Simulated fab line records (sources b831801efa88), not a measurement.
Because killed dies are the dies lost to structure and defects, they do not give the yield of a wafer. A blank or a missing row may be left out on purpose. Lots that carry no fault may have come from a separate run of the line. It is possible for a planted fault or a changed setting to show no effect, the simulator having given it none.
Chamber matching :: flow gf180mcu :: GF_STI_ETCH_14 on rie-si-02 has 4 sister chambers
The step etches Si in HBr/Cl2/O2, target depth 360 nm, time 102.9 s. 14 wafers are shown with their chamber, then 6 later ones without.

WAFERS PAIRED WITH THEIR CHAMBERS
wafer: L715.3
chamber: 3
oes-product-au (a.u.): 0.993
throttle-valve-pct (%): 25.651
O2_flow_sccm (sccm): 6.021

wafer: L715.5
chamber: 3
oes-product-au (a.u.): 0.999
throttle-valve-pct (%): 25.656
O2_flow_sccm (sccm): 5.994

wafer: L715.6
chamber: 2
oes-product-au (a.u.): 0.983
throttle-valve-pct (%): 25.663
O2_flow_sccm (sccm): 6.017

wafer: L716.1
chamber: 1
oes-product-au (a.u.): 1.005
throttle-valve-pct (%): 25.651
O2_flow_sccm (sccm): 5.990

wafer: L716.4
chamber: 3
oes-product-au (a.u.): 0.992
throttle-valve-pct (%): 25.675
O2_flow_sccm (sccm): 6.013

wafer: L716.6
chamber: 2
oes-product-au (a.u.): 0.988
throttle-valve-pct (%): 25.663
O2_flow_sccm (sccm): 5.930

wafer: L717.1
chamber: 3
oes-product-au (a.u.): 0.988
throttle-valve-pct (%): 25.664
O2_flow_sccm (sccm): 6.032

wafer: L717.2
chamber: 2
oes-product-au (a.u.): 0.985
throttle-valve-pct (%): 25.654
O2_flow_sccm (sccm): 6.002

wafer: L717.4
chamber: 2
oes-product-au (a.u.): 0.982
throttle-valve-pct (%): 25.677
O2_flow_sccm (sccm): 6.013

wafer: L724.4
chamber: 1
oes-product-au (a.u.): 0.992
throttle-valve-pct (%): 25.662
O2_flow_sccm (sccm): 6.043

wafer: L725.6
chamber: 2
oes-product-au (a.u.): 0.979
throttle-valve-pct (%): 25.668
O2_flow_sccm (sccm): 6.013

wafer: L732.3
chamber: 0
oes-product-au (a.u.): 0.997
throttle-valve-pct (%): 25.661
O2_flow_sccm (sccm): 6.012

wafer: L732.4
chamber: 2
oes-product-au (a.u.): 0.992
throttle-valve-pct (%): 25.665
O2_flow_sccm (sccm): 5.995

wafer: L732.6
chamber: 3
oes-product-au (a.u.): 1.004
throttle-valve-pct (%): 25.650
O2_flow_sccm (sccm): 6.009

SIGNATURES (means of the wafers above)
reading: oes-product-au
chamber 0: 0.99700
chamber 1: 0.99850
chamber 2: 0.98483
chamber 3: 0.99520
scatter within a chamber: 0.00592

reading: throttle-valve-pct
chamber 0: 25.66100
chamber 1: 25.65650
chamber 2: 25.66500
chamber 3: 25.65920
scatter within a chamber: 0.00882

reading: O2_flow_sccm
chamber 0: 6.01200
chamber 1: 6.01650
chamber 2: 5.99500
chamber 3: 6.01380
scatter within a chamber: 0.0276
Rule: a wafer's distance from a chamber is the root of the sum, over the readings, of the square of ((its reading less the chamber's mean) divided by the reading's scatter). The wafer belongs to the nearest chamber; if the next one is less than 2 further off, it can't be placed. The scatter is the square root of a quotient: the sum, over the shown wafers, of each reading's squared deviation from its chamber's mean, divided by wafers minus chambers.

WAFERS WHOSE CHAMBER IS MISSING
wafer: L735.2
oes-product-au (a.u.): 0.998
throttle-valve-pct (%): 25.663
O2_flow_sccm (sccm): 5.994

wafer: L735.3
oes-product-au (a.u.): 0.999
throttle-valve-pct (%): 25.666
O2_flow_sccm (sccm): 5.994

wafer: L735.6
oes-product-au (a.u.): 0.996
throttle-valve-pct (%): 25.665
O2_flow_sccm (sccm): 5.988

wafer: L736.4
oes-product-au (a.u.): 0.990
throttle-valve-pct (%): 25.674
O2_flow_sccm (sccm): 5.990

wafer: L736.5
oes-product-au (a.u.): 0.983
throttle-valve-pct (%): 25.685
O2_flow_sccm (sccm): 5.980

wafer: L736.6
oes-product-au (a.u.): 0.986
throttle-valve-pct (%): 25.670
O2_flow_sccm (sccm): 5.991

CHAMBER TAKEN BY EACH
wafer: L735.2
from the rows above: can't be placed: 0 or 3 or 1 or 2
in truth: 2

wafer: L735.3
from the rows above: can't be placed: 0 or 3 or 1 or 2
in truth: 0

wafer: L735.6
from the rows above: can't be placed: 0 or 3 or 1 or 2
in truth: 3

wafer: L736.4
from the rows above: can't be placed: 2 or 0 or 3 or 1
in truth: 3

wafer: L736.5
from the rows above: can't be placed: 2 or 3 or 0
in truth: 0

wafer: L736.6
from the rows above: can't be placed: 2 or 3 or 0
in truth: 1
Correct placement for 0 of the 6. Not placeable from these rows: 6 (in 5, the candidates include the true chamber). Wrongly placed: 0.
